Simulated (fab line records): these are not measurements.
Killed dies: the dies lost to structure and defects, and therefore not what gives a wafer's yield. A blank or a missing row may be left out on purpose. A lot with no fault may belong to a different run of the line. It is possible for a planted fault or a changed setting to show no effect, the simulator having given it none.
fab line records	flow gf180mcu
record: lots: 24	wafers: 72	last_day: 34
route steps=602 shown M2@366 M3@426 V3@445 PASSIVATION@589
lots with no fault: from the same line, run without faults
start_h: the number of hours between the record's first day and the start of the first shown wafer of the lot	wait_h: how many hours have passed since the lot's step before this one	" same as the row above	L1.1+2: a single row standing in for several wafers	- no value present, or no start provided	* or withheld: withheld	< > ~ a bound
route shown NAME@n: a module of which the file shows steps, and the number in the route of the first	usual: mean and standard deviation over wafers with no fault	same: alike in all rows	chamber/n: place in a boat	sites: the reading at each site	_std_site: standard deviation across them	_edge_site: inner sites' mean taken away from outer sites' mean	radius_mm: for every site, how far away it sits from the centre of the wafer	mask NAME#n: copy n	behind: the last tool/chamber to shape the wafer	hold: reason for holding the lot/hours on hold/outcome of the hold	device: names the non-switching transistor (n, p or np)	end of line: tests of these same wafers at the route's end	a step with no rows: only its recipe	killed: count of dies lost to structure and defects at first sort (not the wafer's yield)	map: the dies of a wafer, with x for killed, . for not killed, _ for no die there
set.NAME: the setting that was run; set.NAME@STEP: the one run at that earlier step	model.NAME: the simulator's own value behind a step, which no gauge read
route steps across a sampled set of lots; one table per step, one row per wafer
services: when a tool's chamber went out of use (start_h, in hours from the record's first day, below 0 if earlier), for how many hours, and the reason
== steps ==
step: GF_M2_SPUTTER_04
recipe: material: TiN	target_thk_nm: 50	power_w: 6500	time_s: 41.7	chamber_pressure_pa: 0.4
usual: cathode_dc_power_W: 6500.0/1.1	throttle_valve_pct: 29.7/0.67
same: time_s: 41.7
lot.wafer	tool	chamber	start_h	wait_h	cathode_dc_power_W	throttle_valve_pct
L074.1	pvd_sputter-02	-	415.06	0.0	6498.6	29.2
L074.2	"	-	"	"	6499.5	29.6
L074.5	"	-	"	"	6498.1	29.5
L075.2	pvd_sputter-02	-	423.73	0.0	6499.2	29.6
L075.3	"	-	"	"	6500.6	29.5
L075.6	"	-	"	"	6500.1	29.9
L076.3	pvd_sputter-03	-	431.45	0.0	6499.8	28.6
L076.4	"	-	"	"	6501.3	29.8
L076.5	"	-	"	"	6499.8	29.8
L077.1	pvd_sputter-02	-	441.72	0.0	6500.9	31.5
L077.2	"	-	"	"	6499.9	29.8
L077.4	"	-	"	"	6499.2	29.4
L078.2	pvd_sputter-04	-	453.08	0.0	6501.3	30.5
L078.3	"	-	"	"	6499.5	29.1
L078.6	"	-	"	"	6501.6	29.3
L079.1	pvd_sputter-02	-	463.88	0.0	6501.0	29.5
L079.4	"	-	"	"	6500.2	29.9
L079.5	"	-	"	"	6499.6	29.5
L080.1	pvd_sputter-02	-	470.32	0.0	6499.9	31.4
L080.2	"	-	"	"	6498.8	29.8
L080.5	"	-	"	"	6499.1	29.6
L081.1	pvd_sputter-04	-	482.59	0.0	6500.7	29.5
L081.3	"	-	"	"	6498.2	30.5
L081.5	"	-	"	"	6500.6	30.5
L082.1	pvd_sputter-03	-	489.29	0.0	6498.6	29.0
L082.3	"	-	"	"	6498.4	29.9
L082.5	"	-	"	"	6500.4	29.4
L083.2	pvd_sputter-03	-	498.58	0.0	6500.6	29.6
L083.3	"	-	"	"	6499.6	28.6
L083.5	"	-	"	"	6499.3	29.1
L084.3	pvd_sputter-04	-	512.19	0.0	6502.0	29.0
L084.5	"	-	"	"	6500.8	28.8
L084.6	"	-	"	"	6500.7	30.4
L085.1	pvd_sputter-04	-	516.99	0.0	6500.3	29.2
L085.4	"	-	"	"	6497.8	29.8
L085.6	"	-	"	"	6498.5	30.4
L086.1	pvd_sputter-03	-	527.54	0.0	6497.6	29.4
L086.2	"	-	"	"	6496.9	28.9
L086.6	"	-	"	"	6502.1	29.6
L087.1	pvd_sputter-04	-	538.93	0.0	6496.8	30.4
L087.3	"	-	"	"	6498.4	29.0
L087.5	"	-	"	"	6500.5	29.5
L088.2	pvd_sputter-03	-	546.05	0.0	6498.9	29.5
L088.4	"	-	"	"	6502.5	28.9
L088.5	"	-	"	"	6501.0	29.8
L089.4	pvd_sputter-02	-	550.88	0.0	6500.8	31.6
L089.5	"	-	"	"	6500.0	29.6
L089.6	"	-	"	"	6500.1	29.7
L090.2	pvd_sputter-03	-	560.18	0.0	6500.4	29.7
L090.5	"	-	"	"	6499.9	29.6
L090.6	"	-	"	"	6498.3	29.7
L091.1	pvd_sputter-03	-	566.93	0.0	6499.6	28.6
L091.2	"	-	"	"	6500.3	29.8
L091.4	"	-	"	"	6501.4	28.9
L092.3	pvd_sputter-04	-	579.28	0.0	6500.2	29.1
L092.4	"	-	"	"	6497.7	29.9
L092.5	"	-	"	"	6497.7	29.6
L093.2	pvd_sputter-04	-	582.73	0.0	6501.3	30.4
L093.3	"	-	"	"	6500.0	29.1
L093.4	"	-	"	"	6500.8	29.0
L094.2	pvd_sputter-04	-	588.93	0.0	6498.9	30.4
L094.4	"	-	"	"	6499.4	29.0
L094.5	"	-	"	"	6497.7	29.4
L095.1	pvd_sputter-04	-	594.53	0.0	6500.3	29.2
L095.2	"	-	"	"	6502.5	29.8
L095.4	"	-	"	"	6497.2	29.0
L096.1	pvd_sputter-03	-	604.04	0.0	6499.6	28.7
L096.2	"	-	"	"	6498.9	29.6
L096.3	"	-	"	"	6499.4	30.5
L097.1	pvd_sputter-04	-	614.18	0.0	6500.0	29.2
L097.4	"	-	"	"	6500.5	29.8
L097.6	"	-	"	"	6500.4	29.0
step: GF_M3_STRIP_17
recipe: chemistry: O2/N2	power_w: 1400	pressure_mtorr: 1500	platen_temp_c: 250	o2_flow_sccm: 3000	n2_flow_sccm: 300	overash_fraction: 0.5
usual: drypump_motor_current_A: 5.7/0.48	heater_power_w: 349/38	oes_product_au: 0.536/0.0045	strip_time_to_endpoint_s: 7.37/0.047
lot.wafer	tool	chamber	start_h	wait_h	drypump_motor_current_A	heater_power_w	oes_product_au	rf_hours_counter_h	strip_time_to_endpoint_s
L074.1	plasma_asher-04	0	492.64	0.1	6.2	301	0.530	70	7.29
L074.2	"	1	"	"	5.9	323	0.532	70	7.38
L074.5	"	1	"	"	5.9	333	0.528	-	7.38
L075.2	plasma_asher-03	1	500.38	0.1	4.8	349	0.537	90	7.38
L075.3	"	1	"	"	4.8	347	0.531	-	7.39
L075.6	"	1	"	"	4.8	353	0.541	-	7.37
L076.3	plasma_asher-02	1	507.95	0.1	5.7	336	0.539	-	7.38
L076.4	"	0	"	"	5.6	346	0.541	-	7.33
L076.5	"	1	"	"	5.7	339	0.534	-	7.36
L077.1	plasma_asher-04	1	519.35	0.2	5.9	332	0.531	73	7.36
L077.2	"	0	"	"	6.2	301	0.522	73	7.38
L077.4	"	1	"	"	5.9	326	0.535	-	7.39
L078.2	plasma_asher-02	0	528.35	0.2	5.6	343	0.537	10	7.33
L078.3	"	1	"	"	5.7	345	0.533	-	7.30
L078.6	"	1	"	"	5.7	338	0.530	-	7.30
L079.1	plasma_asher-03	0	539.62	0.1	6.0	412	0.537	94	7.43
L079.4	"	1	"	"	4.8	344	0.536	-	7.44
L079.5	"	1	"	"	4.8	348	0.536	-	7.33
L080.1	plasma_asher-03	1	545.42	0.1	4.8	349	0.539	95	7.43
L080.2	"	0	"	"	6.0	415	0.539	95	7.29
L080.5	"	1	"	"	4.8	340	0.533	-	7.29
L081.1	plasma_asher-04	0	556.77	0.1	6.2	297	0.538	77	7.40
L081.3	"	1	"	"	5.9	332	0.529	-	7.40
L081.5	"	0	"	"	6.2	302	0.539	-	7.35
L082.1	plasma_asher-02	0	563.08	0.1	5.7	342	0.531	14	7.26
L082.3	"	1	"	"	5.7	335	0.531	-	7.27
L082.5	"	0	"	"	5.6	333	0.542	-	7.31
L083.2	plasma_asher-03	1	571.86	0.1	4.8	353	0.540	98	7.40
L083.3	"	0	"	"	6.0	417	0.535	-	7.33
L083.5	"	0	"	"	5.9	431	0.531	-	7.34
L084.3	plasma_asher-04	1	584.07	0.1	5.9	316	0.535	-	7.36
L084.5	"	1	"	"	5.9	331	0.539	-	7.39
L084.6	"	0	"	"	6.2	299	0.543	-	7.36
L085.1	plasma_asher-02	0	588.82	0.1	5.7	338	0.535	17	7.39
L085.4	"	0	"	"	5.7	341	0.536	-	7.39
L085.6	"	1	"	"	5.7	330	0.537	-	7.37
L086.1	plasma_asher-04	0	598.97	0.1	6.2	300	0.538	82	7.36
L086.2	"	1	"	"	5.9	327	0.543	82	7.37
L086.6	"	0	"	"	6.2	305	0.535	-	7.34
L087.1	plasma_asher-02	1	607.62	0.1	5.7	333	0.535	18	7.34
L087.3	"	0	"	"	5.7	339	0.533	-	7.32
L087.5	"	0	"	"	5.7	334	0.543	-	7.39
L088.2	plasma_asher-03	0	615.22	0.1	6.0	418	0.537	102	7.35
L088.4	"	0	"	"	6.0	419	0.546	-	7.39
L088.5	"	1	"	"	4.8	353	0.535	-	7.38
L089.4	plasma_asher-02	1	619.01	0.1	5.7	340	0.538	-	7.41
L089.5	"	0	"	"	5.7	341	0.533	-	7.47
L089.6	"	1	"	"	5.7	333	0.534	-	7.41
L090.2	plasma_asher-02	0	626.22	0.1	5.6	336	0.539	20	7.36
L090.5	"	1	"	"	5.7	329	0.537	-	7.33
L090.6	"	0	"	"	5.6	343	0.531	-	7.34
L091.1	plasma_asher-04	1	634.69	0.1	5.9	329	0.540	86	7.41
L091.2	"	0	"	"	6.2	298	0.540	86	7.34
L091.4	"	1	"	"	5.9	337	0.532	-	7.31
L092.3	plasma_asher-03	0	645.26	0.1	6.0	417	0.532	-	7.38
L092.4	"	1	"	"	4.8	344	0.542	-	7.40
L092.5	"	1	"	"	4.8	358	0.532	-	7.35
L093.2	plasma_asher-03	1	647.52	0.1	4.8	345	0.534	106	7.40
L093.3	"	0	"	"	5.9	420	0.543	-	7.36
L093.4	"	1	"	"	4.8	346	0.536	-	7.41
L094.2	plasma_asher-04	1	657.97	0.1	5.9	324	0.537	88	7.44
L094.4	"	1	"	"	5.9	329	0.531	-	7.39
L094.5	"	1	"	"	5.9	324	0.532	-	7.43
L095.1	plasma_asher-03	1	661.09	0.1	4.8	347	0.544	107	7.46
L095.2	"	0	"	"	6.0	417	0.539	107	7.41
L095.4	"	1	"	"	4.8	359	0.539	-	7.38
L096.1	plasma_asher-03	0	665.43	0.2	6.0	406	0.531	108	7.43
L096.2	"	1	"	"	4.8	350	0.537	108	7.40
L096.3	"	0	"	"	5.9	420	0.546	-	7.43
L097.1	plasma_asher-03	0	679.80	0.2	6.0	414	0.533	109	7.40
L097.4	"	1	"	"	4.8	348	0.541	-	7.36
L097.6	"	0	"	"	6.0	410	0.533	-	7.35
step: GF_V3_ETCH_16
recipe: chemistry: N2/H2	target_depth_a: withheld	overetch_a: withheld	time_s: withheld	target: BARC	ion_energy_ev: 200	source_w: 500	bias_w: 100	pressure_mtorr: 30	n2_flow_sccm: 100	h2_flow_sccm: 200
usual: drypump_motor_current_A: 5.8/0.44	oes_product_au: 0.854/0.0048	throttle_valve_pct: 13.225/0.0084
lot.wafer	tool	chamber	start_h	wait_h	drypump_motor_current_A	oes_product_au	throttle_valve_pct
L074.1	rie_diel-04	0	518.20	0.0	6.0	0.847	13.230
L074.2	"	2	"	"	5.1	0.859	13.232
L074.5	"	2	"	"	5.2	0.856	13.237
L075.2	rie_diel-01	3	525.64	0.0	5.8	0.860	13.225
L075.3	"	1	"	"	6.0	0.863	13.217
L075.6	"	3	"	"	5.8	0.852	13.229
L076.3	rie_diel-03	2	533.09	0.0	6.4	0.849	13.224
L076.4	"	0	"	"	5.6	0.855	13.214
L076.5	"	0	"	"	5.7	0.862	13.232
L077.1	rie_diel-04	2	544.14	0.0	5.2	0.853	13.211
L077.2	"	3	"	"	5.4	0.854	13.226
L077.4	"	0	"	"	6.0	0.851	13.232
L078.2	rie_diel-01	3	553.05	0.0	5.8	0.849	13.231
L078.3	"	2	"	"	6.1	0.856	13.221
L078.6	"	3	"	"	5.8	0.847	13.222
L079.1	rie_diel-01	2	563.64	0.0	6.1	0.847	13.223
L079.4	"	0	"	"	5.8	0.860	13.218
L079.5	"	2	"	"	6.2	0.847	13.240
L080.1	rie_diel-04	0	569.54	0.0	6.0	0.855	13.226
L080.2	"	3	"	"	5.4	0.848	13.202
L080.5	"	1	"	"	6.0	0.851	13.235
L081.1	rie_diel-04	3	580.19	0.0	5.4	0.853	13.221
L081.3	"	0	"	"	6.0	0.855	13.226
L081.5	"	1	"	"	6.0	0.857	13.225
L082.1	rie_diel-04	0	586.65	0.0	6.0	0.860	13.229
L082.3	"	3	"	"	5.4	0.855	13.221
L082.5	"	3	"	"	5.4	0.852	13.220
L083.2	rie_diel-04	3	594.69	0.0	5.4	0.855	13.220
L083.3	"	0	"	"	6.0	0.857	13.224
L083.5	"	2	"	"	5.1	0.861	13.228
L084.3	rie_diel-03	2	606.70	0.0	6.4	0.852	13.228
L084.5	"	3	"	"	4.8	0.853	13.218
L084.6	"	1	"	"	6.0	0.847	13.229
L085.1	rie_diel-04	0	611.09	0.0	6.0	0.851	13.215
L085.4	"	3	"	"	5.4	0.860	13.238
L085.6	"	2	"	"	5.1	0.855	13.217
L086.1	rie_diel-03	1	621.10	0.0	6.0	0.851	13.232
L086.2	"	0	"	"	5.7	0.861	13.228
L086.6	"	1	"	"	6.0	0.855	13.224
L087.1	rie_diel-03	3	629.84	0.0	4.8	0.852	13.238
L087.3	"	1	"	"	6.0	0.849	13.220
L087.5	"	1	"	"	6.0	0.852	13.220
L088.2	rie_diel-03	0	637.56	0.0	5.6	0.862	13.234
L088.4	"	1	"	"	6.0	0.854	13.221
L088.5	"	3	"	"	4.9	0.855	13.225
L089.4	rie_diel-03	0	640.04	0.0	5.6	0.848	13.215
L089.5	"	2	"	"	6.5	0.846	13.222
L089.6	"	1	"	"	6.0	0.856	13.221
L090.2	rie_diel-01	2	647.74	0.0	6.2	0.849	13.228
L090.5	"	0	"	"	5.8	0.848	13.221
L090.6	"	3	"	"	5.8	0.850	13.217
L091.1	rie_diel-01	0	659.28	0.0	5.8	0.854	13.227
L091.2	"	1	"	"	6.0	0.858	13.217
L091.4	"	2	"	"	6.2	0.851	13.234
L092.3	rie_diel-01	0	664.49	0.0	5.8	0.856	13.214
L092.4	"	1	"	"	6.0	0.845	13.210
L092.5	"	1	"	"	6.0	0.842	13.222
L093.2	rie_diel-01	2	666.00	0.0	6.2	0.847	13.230
L093.3	"	3	"	"	5.8	0.851	13.233
L093.4	"	1	"	"	6.0	0.855	13.246
L094.2	rie_diel-04	2	677.09	0.0	5.2	0.858	13.228
L094.4	"	0	"	"	6.0	0.853	13.239
L094.5	"	3	"	"	5.4	0.846	13.225
L095.1	rie_diel-04	1	681.83	0.0	6.1	0.852	13.223
L095.2	"	2	"	"	5.1	0.862	13.218
L095.4	"	0	"	"	6.0	0.848	13.220
L096.1	rie_diel-03	3	685.69	0.0	4.8	0.852	13.241
L096.2	"	0	"	"	5.6	0.856	13.211
L096.3	"	2	"	"	6.4	0.854	13.208
L097.1	rie_diel-04	0	699.59	0.0	6.0	0.855	13.214
L097.4	"	2	"	"	5.2	0.855	13.222
L097.6	"	3	"	"	5.4	0.853	13.224
step: GF_V3_CVD_23
recipe: material: W	target_thk_nm: 350	time_s: 104.9	temp_c: 400	pressure_torr: 40
usual: heater_power_w: 900/64
same: time_s: 104.9
lot.wafer	tool	chamber	start_h	wait_h	heater_power_w
L074.1	cvd_w-02	0	519.00	0.0	869
L074.2	"	1	"	"	990
L074.5	"	1	"	"	990
L075.2	cvd_w-02	0	526.44	0.0	875
L075.3	"	0	"	"	847
L075.6	"	0	"	"	873
L076.3	cvd_w-01	0	533.92	0.1	811
L076.4	"	1	"	"	896
L076.5	"	1	"	"	892
L077.1	cvd_w-01	0	544.90	0.0	828
L077.2	"	1	"	"	870
L077.4	"	1	"	"	885
L078.2	cvd_w-01	0	553.82	0.0	815
L078.3	"	0	"	"	809
L078.6	"	1	"	"	905
L079.1	cvd_w-02	1	564.44	0.0	975
L079.4	"	0	"	"	873
L079.5	"	1	"	"	999
L080.1	cvd_w-02	1	570.31	0.0	989
L080.2	"	0	"	"	888
L080.5	"	1	"	"	1007
L081.1	cvd_w-01	0	580.95	0.0	818
L081.3	"	1	"	"	890
L081.5	"	1	"	"	877
L082.1	cvd_w-01	1	587.41	0.0	888
L082.3	"	0	"	"	823
L082.5	"	1	"	"	888
L083.2	cvd_w-02	0	595.45	0.0	883
L083.3	"	0	"	"	876
L083.5	"	1	"	"	994
L084.3	cvd_w-02	0	607.50	0.1	855
L084.5	"	1	"	"	1016
L084.6	"	0	"	"	878
L085.1	cvd_w-02	0	611.85	0.0	882
L085.4	"	0	"	"	879
L085.6	"	1	"	"	998
L086.1	cvd_w-02	0	621.87	0.0	872
L086.2	"	1	"	"	987
L086.6	"	1	"	"	968
L087.1	cvd_w-01	0	630.65	0.0	842
L087.3	"	1	"	"	890
L087.5	"	1	"	"	914
L088.2	cvd_w-02	1	638.32	0.0	1003
L088.4	"	1	"	"	990
L088.5	"	1	"	"	982
L089.4	cvd_w-01	0	640.91	0.1	810
L089.5	"	1	"	"	903
L089.6	"	0	"	"	812
L090.2	cvd_w-01	1	648.50	0.0	905
L090.5	"	0	"	"	813
L090.6	"	1	"	"	913
L091.1	cvd_w-02	0	660.04	0.0	913
L091.2	"	1	"	"	1011
L091.4	"	0	"	"	863
L092.3	cvd_w-01	1	665.73	0.1	912
L092.4	"	0	"	"	847
L092.5	"	0	"	"	833
L093.2	cvd_w-02	0	666.85	0.0	854
L093.3	"	1	"	"	1020
L093.4	"	0	"	"	882
L094.2	cvd_w-02	0	677.85	0.0	866
L094.4	"	0	"	"	867
L094.5	"	1	"	"	1026
L095.1	cvd_w-01	0	682.60	0.0	829
L095.2	"	1	"	"	900
L095.4	"	1	"	"	909
L096.1	cvd_w-01	0	686.46	0.0	816
L096.2	"	1	"	"	898
L096.3	"	0	"	"	813
L097.1	cvd_w-02	1	700.39	0.0	993
L097.4	"	1	"	"	981
L097.6	"	1	"	"	1001
step: GF_V3_RS_MEAS_24
recipe: thk_meas_gauge: four-point-probe	reads: W_of_V3_CVD_23+TiN_of_V3_SPUTTER_22+Ti_of_V3_SPUTTER_21
usual: V3_W_RS: 0.328/0.0034
lot.wafer	tool	chamber	start_h	wait_h	V3_W_RS[ohm/sq]
L074.1	film_metro-04	-	519.11	0.1	0.330
L074.2	"	-	"	"	0.323
L074.5	"	-	"	"	0.326
L075.2	film_metro-02	-	526.57	0.1	0.333
L075.3	"	-	"	"	0.330
L075.6	"	-	"	"	0.331
L076.3	film_metro-03	-	534.04	0.1	0.328
L076.4	"	-	"	"	0.328
L076.5	"	-	"	"	0.330
L077.1	film_metro-02	-	545.01	0.1	0.333
L077.2	"	-	"	"	0.336
L077.4	"	-	"	"	0.331
L078.2	film_metro-04	-	553.95	0.1	0.329
L078.3	"	-	"	"	0.329
L078.6	"	-	"	"	0.329
L079.1	film_metro-03	-	564.55	0.1	0.326
L079.4	"	-	"	"	0.324
L079.5	"	-	"	"	0.328
L080.1	film_metro-03	-	570.42	0.1	0.330
L080.2	"	-	"	"	0.327
L080.5	"	-	"	"	0.328
L081.1	film_metro-04	-	581.06	0.1	0.323
L081.3	"	-	"	"	0.331
L081.5	"	-	"	"	0.329
L082.1	film_metro-02	-	587.52	0.1	0.328
L082.3	"	-	"	"	0.323
L082.5	"	-	"	"	0.334
L083.2	film_metro-04	-	595.58	0.1	0.325
L083.3	"	-	"	"	0.332
L083.5	"	-	"	"	0.325
L084.3	film_metro-04	-	607.61	0.1	0.332
L084.5	"	-	"	"	0.328
L084.6	"	-	"	"	0.333
L085.1	film_metro-04	-	611.96	0.1	0.331
L085.4	"	-	"	"	0.330
L085.6	"	-	"	"	0.327
L086.1	film_metro-03	-	621.98	0.1	0.329
L086.2	"	-	"	"	0.327
L086.6	"	-	"	"	0.329
L087.1	film_metro-03	-	630.77	0.1	0.325
L087.3	"	-	"	"	0.331
L087.5	"	-	"	"	0.324
L088.2	film_metro-04	-	638.45	0.1	0.323
L088.4	"	-	"	"	0.324
L088.5	"	-	"	"	0.322
L089.4	film_metro-03	-	641.04	0.1	0.327
L089.5	"	-	"	"	0.329
L089.6	"	-	"	"	0.322
L090.2	film_metro-03	-	648.63	0.1	0.325
L090.5	"	-	"	"	0.322
L090.6	"	-	"	"	0.327
L091.1	film_metro-02	-	660.15	0.1	0.327
L091.2	"	-	"	"	0.325
L091.4	"	-	"	"	0.332
L092.3	film_metro-04	-	665.87	0.1	0.325
L092.4	"	-	"	"	0.325
L092.5	"	-	"	"	0.325
L093.2	film_metro-03	-	666.98	0.1	0.331
L093.3	"	-	"	"	0.328
L093.4	"	-	"	"	0.327
L094.2	film_metro-03	-	677.98	0.1	0.336
L094.4	"	-	"	"	0.333
L094.5	"	-	"	"	0.331
L095.1	film_metro-03	-	682.72	0.1	0.327
L095.2	"	-	"	"	0.329
L095.4	"	-	"	"	0.331
L096.1	film_metro-03	-	686.57	0.1	0.325
L096.2	"	-	"	"	0.329
L096.3	"	-	"	"	0.326
L097.1	film_metro-02	-	700.50	0.1	0.328
L097.4	"	-	"	"	0.329
L097.6	"	-	"	"	0.327
step: GF_PASSIVATION_CVD_02
recipe: material: Si3N4	target_thk_nm: 700	time_s: 486.18	temp_c: 400	rf_w: 450
usual: heater_power_w: 697/110
same: time_s: 486.18
lot.wafer	tool	chamber	start_h	wait_h	heater_power_w
L074.1	pecvd-04	0	660.02	0.1	602
L074.2	"	2	"	"	826
L074.5	"	0	"	"	605
L075.2	pecvd-04	1	663.95	0.0	736
L075.3	"	0	"	"	600
L075.6	"	2	"	"	777
L076.3	pecvd-03	0	666.68	0.0	730
L076.4	"	2	"	"	695
L076.5	"	1	"	"	637
L077.1	pecvd-03	2	680.86	0.1	700
L077.2	"	0	"	"	803
L077.4	"	0	"	"	643
L078.2	pecvd-04	1	685.58	0.0	728
L078.3	"	0	"	"	605
L078.6	"	1	"	"	568
L079.1	pecvd-04	2	697.59	0.1	847
L079.4	"	0	"	"	630
L079.5	"	2	"	"	898
L080.1	pecvd-03	2	701.70	0.1	616
L080.2	"	0	"	"	678
L080.5	"	1	"	"	531
L081.1	pecvd-03	0	706.50	0.1	735
L081.3	"	2	"	"	753
L081.5	"	0	"	"	794
L082.1	pecvd-03	0	713.82	0.1	726
L082.3	"	1	"	"	634
L082.5	"	0	"	"	746
L083.2	pecvd-01	0	720.20	0.0	779
L083.3	"	2	"	"	546
L083.5	"	1	"	"	829
L084.3	pecvd-04	0	730.19	0.2	604
L084.5	"	0	"	"	624
L084.6	"	2	"	"	939
L085.1	pecvd-04	2	738.10	0.1	845
L085.4	"	2	"	"	892
L085.6	"	0	"	"	595
L086.1	pecvd-03	1	743.98	0.1	513
L086.2	"	0	"	"	733
L086.6	"	0	"	"	772
L087.1	pecvd-01	0	750.10	0.1	666
L087.3	"	1	"	"	772
L087.5	"	2	"	"	582
L088.2	pecvd-01	1	758.98	0.0	817
L088.4	"	2	"	"	502
L088.5	"	0	"	"	646
L089.4	pecvd-01	0	761.01	0.2	760
L089.5	"	2	"	"	549
L089.6	"	1	"	"	759
L090.2	pecvd-01	0	764.46	0.0	765
L090.5	"	2	"	"	622
L090.6	"	1	"	"	760
L091.1	pecvd-03	0	773.70	0.1	805
L091.2	"	1	"	"	585
L091.4	"	2	"	"	693
L092.3	pecvd-01	2	779.68	0.0	501
L092.4	"	0	"	"	775
L092.5	"	1	"	"	744
L093.2	pecvd-01	2	782.68	0.0	598
L093.3	"	1	"	"	817
L093.4	"	1	"	"	854
L094.2	pecvd-04	0	788.99	0.0	535
L094.4	"	2	"	"	880
L094.5	"	0	"	"	582
L095.1	pecvd-04	0	794.17	0.1	597
L095.2	"	2	"	"	779
L095.4	"	0	"	"	605
L096.1	pecvd-04	0	796.84	0.1	516
L096.2	"	2	"	"	824
L096.3	"	2	"	"	892
L097.1	pecvd-01	2	807.21	0.1	619
L097.4	"	0	"	"	694
L097.6	"	1	"	"	820
== services ==
tool	chamber	start_h	hours	kind
cvd_w-02	-	394.36	0.8	repair
cvd_w-01	-	410.13	2.3	repair
cvd_w-02	-	414.96	2.8	pm
rie_diel-04	0	461.01	7.2	repair
cvd_w-01	-	462.00	2.8	pm
cvd_w-02	1	471.98	6.3	repair
cvd_w-02	-	481.62	0.9	repair
cvd_w-01	0	505.30	5.9	repair
rie_diel-04	3	507.27	23.4	repair
cvd_w-01	-	508.50	14.6	pm
plasma_asher-03	-	510.73	4.3	repair
cvd_w-02	-	516.89	1.4	repair
rie_diel-04	-	568.31	0.1	repair
cvd_w-01	-	568.63	3.8	pm
rie_diel-04	1	573.21	2.8	repair
pvd_sputter-04	-	603.36	3.3	repair
plasma_asher-03	-	622.04	3.3	repair
rie_diel-04	2	652.10	3.1	repair
cvd_w-01	0	712.66	6.3	repair
cvd_w-02	0	728.15	20.8	repair
plasma_asher-03	-	733.75	9.0	pm
cvd_w-02	1	738.32	1.6	repair
pvd_sputter-04	-	740.97	51.0	repair
cvd_w-01	-	775.01	6.0	pm
== key ==
fault none
